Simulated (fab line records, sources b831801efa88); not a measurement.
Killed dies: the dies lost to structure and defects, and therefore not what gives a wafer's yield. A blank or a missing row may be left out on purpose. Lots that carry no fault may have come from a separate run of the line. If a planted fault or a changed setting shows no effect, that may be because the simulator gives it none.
A struck lot beside a sound one -- flow gf180mcu -- 16 steps out of a route of 602
Sound: the wafers L664.3, L664.4, L664.5. Struck: wafers L671.1, L671.2, L671.6. The cause is named last.
Per side, at each step with rows, come the tool, then ch with its chambers, and then its first start. Under that, the readings that differ: sound wafers -- struck wafers -- difference of the means -- sigmas: that difference in standard deviations of wafers without a fault.
alike: a reading whose means differ by less than 2 such deviations, as well as words and numbers matching on both sides. not compared: withheld readings; readings where some wafer has no value; bounds like >300 that might hide an equal value; numbers whose values overlap and for which the record gives no deviation.
The two part at a step that has a row with sigmas, a row that says differs or no value, or rows on one side only. Non-overlapping numbers with no deviation appear without sigmas and do not part them. A reading missing from all wafers of one side parts the sides only when that side holds two or more wafers.

first, 1 step without rows for these wafers: GF_TOP_METAL_CLEAN_19 (cleans in DIW).
GF_PASSIVATION_CVD_00: deposits SiO2 from TEOS, target thk 1000 nm, time 111.95 s.
  sound on pecvd-04 ch 0,1,2, day 28 03:16; struck on pecvd-04 ch 0,1, day 30 07:23
  alike: heater power w, rf fwd power W
GF_PASSIVATION_THK_MEAS_01:
  sound on film metro-03 at day 28 03:22; struck on film metro-02 at day 30 07:28
  alike: PASSIVATION_CVD_00_THK
GF_PASSIVATION_CVD_02: deposits Si3N4, target thk 700 nm, time 486.18 s.
  sound on pecvd-03 ch 0,1, day 28 03:24; struck on pecvd-03 ch 0,2, day 30 07:32
  alike: heater power w, rf fwd power W
GF_PASSIVATION_THK_MEAS_03:
  sound on film metro-04 at day 28 03:42; struck on film metro-03 at day 30 07:49
  alike: PASSIVATION_CVD_02_THK
then, 7 steps without rows for these wafers: GF_PASSIVATION_DEHYDRATE_04 (time 60 s); GF_PASSIVATION_HMDS_05 (prime time 60 s); GF_PASSIVATION_COAT_06 (resist thk 4000 nm); GF_PASSIVATION_SOFTBAKE_07; GF_PASSIVATION_EXPOSE_08 (exposes mask Pad, target cd 40000 nm); GF_PASSIVATION_PEB_09; GF_PASSIVATION_DEVELOP_10 (develop time 60 s).
GF_PASSIVATION_ETCH_11: etches the open film in CF4/O2, stops on TiN, target depth 2040 nm, time 453.3 s.
  sound on rie diel-01 ch 0,3, day 28 23:10; struck on rie diel-01 ch 0,2, day 31 01:41
reading,sound,struck,difference,sigmas
oes product au (a.u.),0.996 0.986 1.002,0.920 0.921 0.924,-0.073,-10
run length s (s),481.8 481.0 481.9,544.6 544.0 544.0,+62.6,+99 or more
throttle valve pct (%),5.966 5.975 5.971,5.959 5.954 5.927,-0.024,-2
model.coat_of_PASSIVATION_COAT_06.thk nm (nm),2599 2645 2592,2436 2413 2431,-185,
  alike: drypump motor current A, rf fwd power W
  not compared: rf hours counter h
GF_PASSIVATION_STRIP_12: strips in O2/N2.
  sound on plasma asher-02 ch 0,1, day 28 23:28; struck on plasma asher-03 ch 0,1, day 31 01:58
reading,sound,struck,difference,sigmas
strip time to endpoint s (s),32.5 33.0 32.4,30.6 30.3 30.5,-2.2,-7
  alike: drypump motor current A, heater power w, n2 flow sccm, oes product au
  not compared: rf hours counter h
then, 1 step without rows for these wafers: GF_PASSIVATION_ANNEAL_13 (time 1800 s).
GF_PASSIVATION_PROBE_99:
  record: rows for the struck wafers here (prober-02, day 31 03:41), none for the sound ones

## WHERE THEY PART
First at GF_PASSIVATION_ETCH_11; last, within this record, at GF_PASSIVATION_PROBE_99.

WHY: what the simulator had put in
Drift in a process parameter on rie diel-01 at GF_PASSIVATION_ETCH_11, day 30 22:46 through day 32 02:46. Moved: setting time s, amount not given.
